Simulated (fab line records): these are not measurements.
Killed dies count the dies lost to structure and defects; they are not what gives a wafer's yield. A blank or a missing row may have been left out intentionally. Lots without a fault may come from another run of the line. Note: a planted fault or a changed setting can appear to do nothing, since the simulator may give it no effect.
Split-lot trial	flow gf180mcu	5 lots, 23 wafers read, on a route of 602 steps

== ON THE SPLIT ==
At GF_M2_SPUTTER_03 (material Ti, target thk 10 nm, time 6.7 s), the setting power_w was moved away from the recipe's 3000 W on 11 of the 23 wafers read, by -11.9% to +3.7%. This setting was run at the recipe's value on the other wafers.

Reading taken at the split's own step.

== THE READING ==
Ti_of_M2_SPUTTER_03.thk_nm (the simulator's own value, which no gauge read), in nm, at GF_M2_SPUTTER_03 (material Ti, target thk 10 nm, time 6.7 s). The file gives no usual value for it. Across the 12 wafers here that went through the recipe, the average is 9.964 nm and the standard deviation 0.064 nm.

wafer	tool, chamber at the split	power_w as run, W	against the recipe	Ti_of_M2_SPUTTER_03.thk_nm, nm	against lot-mates on the recipe
L076.1	pvd_sputter-04, -	3000	recipe	10.01	-
L076.2	pvd_sputter-04, -	3000	recipe	10.02	-
L076.3	pvd_sputter-04, -	3112	+3.7%	10.4	+0.419
L076.5	pvd_sputter-04, -	3000	recipe	9.912	-
L076.6	pvd_sputter-04, -	3112	+3.7%	10.36	+0.379
L078.1	pvd_sputter-04, -	3000	recipe	9.99	-
L078.2	pvd_sputter-04, -	2895	-3.5%	9.7	-0.320
L078.3	pvd_sputter-04, -	2895	-3.5%	9.702	-0.318
L078.4	pvd_sputter-04, -	2895	-3.5%	9.648	-0.372
L078.6	pvd_sputter-04, -	3000	recipe	10.05	-
L081.1	pvd_sputter-01, -	3000	recipe	9.892	-
L081.2	pvd_sputter-01, -	2643	-11.9%	8.722	-1.254
L081.3	pvd_sputter-01, -	3000	recipe	10.06	-
L081.4	pvd_sputter-01, -	2643	-11.9%	8.697	-1.279
L081.6	pvd_sputter-01, -	2643	-11.9%	8.809	-1.167
L080.1	pvd_sputter-01, -	3000	recipe	9.868	-
L080.3	pvd_sputter-01, -	3000	recipe	9.97	-
L080.5	pvd_sputter-01, -	3000	recipe	9.932	-
L085.1	pvd_sputter-01, -	2897	-3.4%	9.733	-0.200
L085.2	pvd_sputter-01, -	2897	-3.4%	9.677	-0.256
L085.3	pvd_sputter-01, -	3000	recipe	9.988	-
L085.5	pvd_sputter-01, -	2897	-3.4%	9.796	-0.137
L085.6	pvd_sputter-01, -	3000	recipe	9.877	-

FIT RESULTS
A straight line over all 23 wafers: Ti_of_M2_SPUTTER_03.thk_nm changes by +0.102 nm for each +1% of power_w; r = +0.99; the points scatter about the line by 0.073 nm.
The same after taking each lot's own level away (the mean of its wafers on the recipe; 23 wafers): +0.102 nm for each +1%; r = +0.99; scatter 0.074 nm.
That fit puts the effect of the largest move of power_w on the reading at 1.2 nm.
The span of the lots' own levels, 9.9233 to 10.0200 nm, comes to 1.5 times the standard deviation stated above.
Hence the lot-to-lot level has little effect on the slope; both slopes agree.
Check: -1.17 nm against its lot-mates is what the line predicts for one of the wafers moved furthest among these (-11.9%) when that wafer is left out of the fit. Against them it came out at -1.25 nm.

== OTHER SPLITS APPLIED TO THESE WAFERS ==
Before the reading, these wafers also passed through other splits. Each is held against what the fit with the lots' levels taken away leaves over:
other split on the same wafers	wafers away from the commonest value	r with Ti_of_M2_SPUTTER_03.thk_nm (lot level and that fit taken away)
GF_M1_METAL_ETCH_16 time_s	11	-0.38
GF_V1_CVD_02 time_s	8	+0.34

== THE FILE'S OWN FIT ==
Ti_of_M2_SPUTTER_03.thk_nm changes by +0.1 nm for each +1% of power_w, r = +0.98.
